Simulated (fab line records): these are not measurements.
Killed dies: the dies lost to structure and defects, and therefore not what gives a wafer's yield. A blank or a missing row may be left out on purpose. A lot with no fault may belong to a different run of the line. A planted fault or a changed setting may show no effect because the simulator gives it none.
A lot that was struck, set against a sound lot / flow sky130 / 15 steps out of a route of 708
Sound: these wafers, L704.1, L704.2, L704.6. The struck wafers were L722.1, L722.3, L722.4. At the end, the cause is stated.
For every step that has rows: the tool of each side, followed by ch and its chambers, followed by its first start. Under that, the readings that differ: sound wafers / struck wafers / difference of the means / sigmas: that difference in standard deviations of wafers without a fault.
alike: a reading whose means differ by less than 2 such deviations, as well as words and numbers matching on both sides. not compared: withheld readings; readings where some wafer has no value; bounds like >300 that might hide an equal value; numbers whose values overlap and for which the record gives no deviation.
The two part at a step that has a row with sigmas, a row that says differs or no value, or rows on one side only. When numbers do not overlap yet have no deviation, they are printed without sigmas and do not part them. Lack of a reading on every wafer of one side parts them only where that side has two or more wafers.

first, 4 steps without rows for these wafers: SKY_LI_CONTACT_SOFTBAKE_08 (time 90 s); SKY_LI_CONTACT_EXPOSE_09 (exposes mask LICM1, target cd 170 nm); SKY_LI_CONTACT_PEB_10; SKY_LI_CONTACT_DEVELOP_11 (develop time 60 s).
SKY_LI_CONTACT_CD_MEAS_12: the cd target is 170 nm.
  struck on cd sem-02, day 35 03:50; sound on cd sem-01, day 28 18:59
  alike: cd nm
SKY_LI_CONTACT_OVL_MEAS_13:
  struck on overlay-01, day 35 03:57; sound on overlay-02, day 28 19:07
  alike: LI_CONTACT_OVL
SKY_LI_CONTACT_ETCH_14: etches BARC in N2/H2, stops on SiO2, time 45.9 s, target depth 60 nm.
  sound on rie diel-03 ch 1,2, day 28 19:08; struck on rie diel-01 ch 0,1,2, day 35 03:59
  alike: drypump motor current A, oes product au, throttle valve pct
  not compared: rf hours counter h
SKY_LI_CONTACT_ETCH_15: etches PSG in C4F8/O2/Ar, stops on Si, target depth 600 nm.
  sound on rie diel-03 ch 1,2, day 28 19:11; struck on rie diel-01 ch 0,1,2, day 35 04:01
  alike: oes product au
SKY_LI_CONTACT_STRIP_16: strips in O2/N2.
  sound on plasma asher-04 ch 0,1, day 28 19:16; struck on plasma asher-01 ch 0,1, day 35 04:07
  alike: drypump motor current A, oes product au, strip time to endpoint s
  not compared: rf hours counter h
then, 2 steps without rows for these wafers: SKY_LI_CONTACT_CLEAN_17 (cleans in NMP, time 600 s); SKY_LI_CONTACT_PRE_CLEAN_18 (time 5.6 s).
SKY_LI_CONTACT_SPUTTER_19: material Ti, target thk 20 nm, time 106.37 s.
  struck on pvd sputter-04, day 35 04:24; sound on pvd sputter-04, day 28 19:34
  alike: substrate temp c, throttle valve pct
SKY_LI_CONTACT_SPUTTER_20: material TiN, target thk 20 nm, time 80 s.
  struck on pvd sputter-04, day 35 04:29; sound on pvd sputter-04, day 28 19:38
reading=model.TiN_of_LI_CONTACT_SPUTTER_20.thk nm (nm); sound=19.93 20.07 20.13; struck=34.51 34.25 34.12; difference=+14.25; sigmas=
  alike: throttle valve pct
SKY_LI_CONTACT_CVD_21: deposits W, target thk 400 nm, time 120.56 s.
  sound on cvd w-02 ch 0,1, day 28 19:42; struck on cvd w-02 ch 0,1, day 35 04:32
  alike: heater power w
  not compared: since wet clean h
-- the record jumps here: 15 days lie between the struck wafers' starts before and after (it left off in module LI_CONTACT and takes up again in module PAD_OPEN, whose first step shown is number 708 of the route) --
SKY_PAD_OPEN_PROBE_99:
  struck on prober-01, day 50 00:55; sound on prober-01, day 45 09:43
reading=model.etest.licon ndiff.rc ohm; sound=181.6 173.8 180.7; struck=194 191.9 192.3; difference=+14; sigmas=
  alike: killed_at_M0_to_M3, killed_at_M4_up, killed at contacts, killed at front end, killed at other, killed dies, killed open, killed short

WHERE THEY PART
Nowhere in this record.

WHY: the cause the simulator had injected
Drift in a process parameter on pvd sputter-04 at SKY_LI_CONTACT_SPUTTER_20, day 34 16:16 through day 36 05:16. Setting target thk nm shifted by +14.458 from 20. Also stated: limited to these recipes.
